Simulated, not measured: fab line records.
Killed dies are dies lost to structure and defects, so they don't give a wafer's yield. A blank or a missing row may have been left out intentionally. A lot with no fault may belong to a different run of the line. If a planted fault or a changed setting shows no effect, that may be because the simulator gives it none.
Code-filled problem report in 8D (eight disciplines) form    flow sfq line    the parts of the form that need people (team, actions taken, sign-off) are left out

## 1. WHAT IS WRONG
oes product au at SFQ_TRILAYER_I5_BARC_OPEN_VIA_ETCH_200 reads a mean of 0.838 a.u. on 4 wafers of 3 lots; wafers without a fault read 0.685 a.u. with a standard deviation of 0.005. Relative to the usual mean, that is a shift of +31 standard deviations.
The step: etches BARC in O2, target depth 125 nm, time 41.7 s.
The first sign was on wafer L517.3 at day 71 23:12, on rie diel-01. The record has a number at this step for 21 wafers belonging to 7 lots. Rule for "out", or "out of limits": more than 4 standard deviations from the usual mean. All remaining wafers that have a number are taken as sound.

## 2. WHAT IT IS AND WHAT IT IS NOT
question                     is                              is not
which readings at this step  oes product au, run length s    drypump motor current A
which lots                   L517, L518, L519                L507, L515, L524, L527
which wafers of those lots   L517.3, L518.3, L519.3, L519.5  L517.5, L517.6, L518.2, L518.4, L519.1
read on which tools          rie diel-01                     rie diel-03
when                         from day 71 23:12               up to then (8 sound wafers); but 9 sound wafers of L518, L519, L524, L527 came after

## 3. WHAT RULES OUT EACH SUSPECT
Counting: if a tool at a process step up to the reading ran every lot that is out, it stays a suspect. Sound lots after the first of them don't rule it out here, since some wafers of a struck lot are sound.
- rie diel-01 at SFQ_TRILAYER_I5_BARC_OPEN_VIA_ETCH_200 (etches BARC in O2, target depth 125 nm, time 41.7 s): kept. It ran every lot that is out, first L517 (day 71 23:12); its last sound lot up to then is L515 (day 71 08:48). Out on those wafers are its own readings of oes product au, run length s.
- In rie diel-01 at SFQ_TRILAYER_I5_BARC_OPEN_VIA_ETCH_200, the wafers that are out were processed in chamber 3 and their sound lot-mates in chambers 0, 1, 2.
Remaining after the count: rie diel-01 at SFQ_TRILAYER_I5_BARC_OPEN_VIA_ETCH_200.

## 4. THE CAUSE (what the simulator had put in)
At SFQ_TRILAYER_I5_BARC_OPEN_VIA_ETCH_200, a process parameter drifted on rie diel-01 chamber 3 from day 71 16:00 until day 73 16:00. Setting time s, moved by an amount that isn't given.
This tool alone remained once counting was done.

## 5. THE EFFECT CHAIN, in route order
One row per reading whose mean, taken over the struck wafers that have a number, lies over 3 standard deviations from the usual. Readings are gone through only where the record gives a usual standard deviation; hours: the median, over the lots, of the time from a lot's start at the first step in this table giving one to that lot's start at this step; sigmas: the change measured in usual standard deviations.
hours  step                                    reading         usual       on struck wafers  change  sigmas
0      SFQ_TRILAYER_I5_BARC_OPEN_VIA_ETCH_200  oes product au  0.685 a.u.  0.838             +0.153  +31
0      SFQ_TRILAYER_I5_BARC_OPEN_VIA_ETCH_200  run length s    70.1 s      59.9              -10.2   -25
Here are the process steps it includes:
- SFQ_TRILAYER_I5_BARC_OPEN_VIA_ETCH_200: etches BARC in O2, target depth 125 nm, time 41.7 s.

## 6. HOW IT WOULD HAVE BEEN CAUGHT EARLIER
First out-of-limits reading in this record: day 71 23:12, which is 7 hours after fault onset at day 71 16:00.
